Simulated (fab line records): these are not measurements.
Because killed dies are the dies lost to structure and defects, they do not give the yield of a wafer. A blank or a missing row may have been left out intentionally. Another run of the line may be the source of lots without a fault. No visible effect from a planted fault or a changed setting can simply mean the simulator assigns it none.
8D (eight disciplines) problem report, filled in by code	flow gf180mcu	the parts of the form that need people (team, actions taken, sign-off) are left out

## 1. THE ISSUE
Mean of strip time to endpoint s at GF_M1_STRIP_17: 6.95 s across 6 wafers in 2 lots; on wafers with no fault it is 7.39 s (standard deviation 0.054). Measured from the usual mean, that is -8.1 standard deviations.
The step: strips in O2/N2.
Earliest sighting: wafer L571.3 on plasma asher-04 at day 20 05:49. At this step, 39 wafers from 13 lots have a number in the record. The rule behind "out" and "out of limits": a value lying over 4 standard deviations away from the usual mean. The other wafers with a number count as sound.

## 2. WHAT THIS IS AND IS NOT
question	is	is not
which readings at this step	strip time to endpoint s	drypump motor current A
which lots	L571, L573	L564, L567, L568, L569, L570, L572, L579, L581, L584, L585, L586
which wafers of those lots	all that have a number	-
read on which tools	plasma asher-01, plasma asher-04	plasma asher-03
when	from day 20 05:49	up to then (15 sound wafers); but 18 sound wafers of L572, L579, L581, L584, L585, L586 came after

## 3. SUSPECTS, AND WHAT RULES EACH OUT
Counting: a tool stays on the suspect list if, at a process step up to the reading, it processed all lots that are out and no sound lot following the first of them.
- litho track-03 at GF_M1_COAT_09 (resist thk 1000 nm): ruled out as a lasting fault. Sound lots L581, L585 ran on it after its first lot that is out, L571 (day 19 17:12).
Left after counting: nothing in the record.

## 4. THE CAUSE (what the simulator had put in)
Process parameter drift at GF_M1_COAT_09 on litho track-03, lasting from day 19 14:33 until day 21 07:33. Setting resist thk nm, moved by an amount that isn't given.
It was ruled out by counting, in error; the rule expects a fault to strike all lots run on its tool from its start on, and this fault did not.

## 5. THE EFFECT CHAIN, in route order
One row per reading whose mean, taken over the struck wafers that have a number, lies over 3 standard deviations from the usual. Readings are gone through only where the record gives a usual standard deviation; hours: the median, over the lots, of the time from a lot's start at the first step in this table giving one to that lot's start at this step; sigmas: the change measured in usual standard deviations.
hours	step	reading	usual	on struck wafers	change	sigmas
0	GF_M1_STRIP_17	oes product au	0.538 a.u.	0.521	-0.017	-3.7
0	GF_M1_STRIP_17	strip time to endpoint s	7.39 s	6.95	-0.44	-8.1
Process steps it contains:
- GF_M1_STRIP_17: strips in O2/N2.

## 6. HOW IT WOULD HAVE BEEN CAUGHT EARLIER
In this record no reading fell out of limits until day 20 05:49, 15 hours after the fault had begun at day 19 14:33.
Of the tool readings at GF_M1_COAT_09 for which the record gives a usual standard deviation, none was out on any struck wafer, so an alarm limit of 4 standard deviations on them would not have fired.
